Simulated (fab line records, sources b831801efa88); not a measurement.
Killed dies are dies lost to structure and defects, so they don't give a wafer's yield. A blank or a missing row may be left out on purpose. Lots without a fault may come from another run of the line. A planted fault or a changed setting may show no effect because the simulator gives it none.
Which tool did it? | flow sky130 | 11 lots, 33 wafers sampled, at 5 steps of a route of 708

WHAT THE GAUGES READ, wafer by wafer
SKY_METAL2_OVL_MEAS_16. Usual: METAL2_OVL -6 nm, standard deviation 5.7.
lot  | measured     | on         | METAL2_OVL (nm) | flag
L678 | day 36 14:49 | overlay-02 | -1 -9 -1        |
L680 | day 37 13:09 | overlay-01 | -7 -13 -11      |
L685 | day 39 12:19 | overlay-01 | -3 -8 -10       |
L684 | day 39 15:25 | overlay-02 | -16 -14 -19     |
L687 | day 40 07:10 | overlay-01 | -4 0 -6         |
L689 | day 40 18:25 | overlay-01 | -3 1 -1         |
L691 | day 40 23:27 | overlay-01 | -2 -5 -6        |
L692 | day 41 05:46 | overlay-02 | -9 -11 -13      |
L693 | day 41 07:52 | overlay-01 | -8 -11 -8       |
L695 | day 41 22:55 | overlay-01 | -2 -7 2         |
L696 | day 42 05:05 | overlay-01 | 3 1 -4          |

SKY_CAPM_THK_MEAS_01. Usual: CAPM_CVD_00_THK 15.53 nm, standard deviation 0.24.
lot  | measured     | on            | CAPM_CVD_00_THK (nm) | flag
L678 | day 37 20:10 | film_metro-04 | 15.42 15.33 15.64    |
L680 | day 38 17:51 | film_metro-04 | 15.57 15.69 16.08    |
L685 | day 40 16:05 | film_metro-03 | 8.50 8.36 8.46       | OFF
L684 | day 40 19:16 | film_metro-04 | 8.94 8.38 9.38       | OFF
L687 | day 41 11:15 | film_metro-03 | 8.85 8.96 8.66       | OFF
L689 | day 41 21:46 | film_metro-01 | 15.26 15.51 15.44    |
L691 | day 42 03:23 | film_metro-03 | 15.48 15.76 15.47    |
L692 | day 42 09:38 | film_metro-01 | 15.75 15.60 15.79    |
L693 | day 42 11:25 | film_metro-04 | 15.70 15.84 15.51    |
L695 | day 43 01:31 | film_metro-03 | 14.98 15.42 15.50    |
L696 | day 43 07:04 | film_metro-03 | 15.33 15.25 15.36    |

WHICH TOOL RAN EACH LOT (tool, then ch and the chambers of the sampled wafers, then the start)
lot  | SKY_VIA2_ETCH_14                   | SKY_VIA2_CMP_24               | SKY_CAPM_CVD_00
L678 | rie_diel-03 ch 1,2, day 37 18:24   | cmp-02 ch 1,2, day 37 19:40   | pecvd-02 ch 1,2, day 37 20:07
L680 | rie_diel-04 ch 1,2,3, day 38 15:57 | cmp-02 ch 1,3, day 38 17:25   | pecvd-01 ch 1,2, day 38 17:49
L685 | rie_diel-02 ch 0,2,3, day 40 14:33 | cmp-02 ch 1,2, day 40 15:37   | pecvd-02 ch 0,1, day 40 16:04
L684 | rie_diel-02 ch 0,2, day 40 17:42   | cmp-02 ch 0,1,3, day 40 18:53 | pecvd-02 ch 0,1,2, day 40 19:14
L687 | rie_diel-03 ch 0,1,2, day 41 09:18 | cmp-02 ch 1,2,3, day 41 10:52 | pecvd-02 ch 1,2, day 41 11:13
L689 | rie_diel-04 ch 1,2,3, day 41 20:09 | cmp-01 ch 0,2,3, day 41 21:19 | pecvd-03 ch 1,2, day 41 21:44
L691 | rie_diel-03 ch 1,2,3, day 42 01:30 | cmp-02 ch 2,3, day 42 02:55   | pecvd-03 ch 1,2, day 42 03:22
L692 | rie_diel-03 ch 0,2,3, day 42 07:39 | cmp-01 ch 0,1,2, day 42 09:10 | pecvd-01 ch 0,1,2, day 42 09:37
L693 | rie_diel-02 ch 2,3, day 42 09:24   | cmp-01 ch 2,3, day 42 10:55   | pecvd-03 ch 0,1,2, day 42 11:22
L695 | rie_diel-04 ch 2,3, day 42 23:54   | cmp-02 ch 2,3, day 43 01:02   | pecvd-03 ch 0,2, day 43 01:29
L696 | rie_diel-03 ch 1,2, day 43 05:26   | cmp-01 ch 0,2,3, day 43 06:39 | pecvd-03 ch 0,2, day 43 07:01
- SKY_VIA2_ETCH_14: etches BARC in N2/H2, stops on SiO2, time 45.9 s, target depth 60 nm.
- SKY_VIA2_CMP_24: polishes, stops on SiO2, t overpolish 20 s, target thk 0 nm.
- SKY_CAPM_CVD_00: deposits SiO2, target thk 15.5 nm.

WHAT THE TOOLS THEMSELVES READ (means of the sampled wafers that have a number; where no wafer has one, the mark that the record gives instead)
SKY_VIA2_ETCH_14. Usual: drypump_motor_current_A 5.7 A, standard deviation 0.39; n2_flow_sccm 100.03 sccm, standard deviation 0.3; oes_product_au 0.854 a.u., standard deviation 0.0049; throttle_valve_pct 13.225 %, standard deviation 0.0095.
lot  | tool        | drypump_motor_current_A (A) | n2_flow_sccm (sccm) | oes_product_au (a.u.) | throttle_valve_pct (%) | flag
L678 | rie_diel-03 | 5.7                         | 100.16              | 0.857                 | 13.213                 |
L680 | rie_diel-04 | 5.4                         | 100.11              | 0.854                 | 13.227                 |
L685 | rie_diel-02 | 5.6                         | 100.11              | 0.849                 | 13.226                 |
L684 | rie_diel-02 | 5.6                         | 100.27              | 0.853                 | 13.219                 |
L687 | rie_diel-03 | 5.8                         | 100.17              | 0.858                 | 13.228                 |
L689 | rie_diel-04 | 5.3                         | 99.93               | 0.856                 | 13.225                 |
L691 | rie_diel-03 | 5.6                         | 100.16              | 0.853                 | 13.235                 |
L692 | rie_diel-03 | 5.7                         | 100.27              | 0.853                 | 13.237                 |
L693 | rie_diel-02 | 5.4                         | 99.99               | 0.856                 | 13.231                 |
L695 | rie_diel-04 | 5.6                         | 100.11              | 0.857                 | 13.209                 |
L696 | rie_diel-03 | 5.6                         | 100.09              | 0.854                 | 13.230                 |

SKY_VIA2_CMP_24. Usual: motor_current_A 11.7 A, standard deviation 0.77; overpolish_run_s 20.000 s, standard deviation 0.0086; time_to_endpoint_s 109 s, standard deviation 3.8.
lot  | tool   | motor_current_A (A) | overpolish_run_s (s) | time_to_endpoint_s (s) | flag
L678 | cmp-02 | 11.4                | 20.003               | 106                    |
L680 | cmp-02 | 11.7                | 20.006               | 108                    |
L685 | cmp-02 | 12.1                | 20.001               | 110                    |
L684 | cmp-02 | 11.6                | 19.998               | 109                    |
L687 | cmp-02 | 11.7                | 19.991               | 106                    |
L689 | cmp-01 | 11.7                | 19.997               | 105                    |
L691 | cmp-02 | 11.0                | 20.005               | 108                    |
L692 | cmp-01 | 11.5                | 19.997               | 109                    |
L693 | cmp-01 | 11.9                | 20.004               | 106                    |
L695 | cmp-02 | 11.2                | 19.996               | 111                    |
L696 | cmp-01 | 12.0                | 20.001               | 110                    |

SKY_CAPM_CVD_00. Usual: heater_power_w 774 W, standard deviation 99.
lot  | tool     | heater_power_w (W) | flag
L678 | pecvd-02 | 629                |
L680 | pecvd-01 | 717                |
L685 | pecvd-02 | 806                |
L684 | pecvd-02 | 726                |
L687 | pecvd-02 | 678                |
L689 | pecvd-03 | 893                |
L691 | pecvd-03 | 892                |
L692 | pecvd-01 | 711                |
L693 | pecvd-03 | 813                |
L695 | pecvd-03 | 781                |
L696 | pecvd-03 | 892                |

THE ANSWER, worked out from the rows above alone
Rule: a lot is off if the mean of its wafers that have a number lies more than 3 standard deviations from the usual mean. A lot without any number at a reading at which 4 lots or more have one is off too. The other lots that the step has rows for count as sound. The gauges are gone through in route order, then the tools' own readings, and for those a lot's mean is taken as printed above. The first step at which some lot is off is used, and at that step the reading that is off furthest; a lot without a number counts as furthest.
Off: L685, L684, L687, at SKY_CAPM_THK_MEAS_01 (CAPM_CVD_00_THK).
A tool fits if, at a process step before that reading, it ran every lot that is off, and no sound lot after the first of them. The gauges at SKY_CAPM_THK_MEAS_01 are tried like those tools. One fits: pecvd-02 at SKY_CAPM_CVD_00. Its last sound lot is L678 (day 37 20:07), its first lot that is off L685 (day 40 16:04): a fault that began between those two fits.

WHAT THE SIMULATOR HAD PUT IN
Process parameter drift: pecvd-02, from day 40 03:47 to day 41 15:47, at SKY_CAPM_CVD_00. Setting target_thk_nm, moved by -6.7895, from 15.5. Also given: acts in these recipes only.
Lots struck among those shown: L685, L684, L687. The rule above found the same.
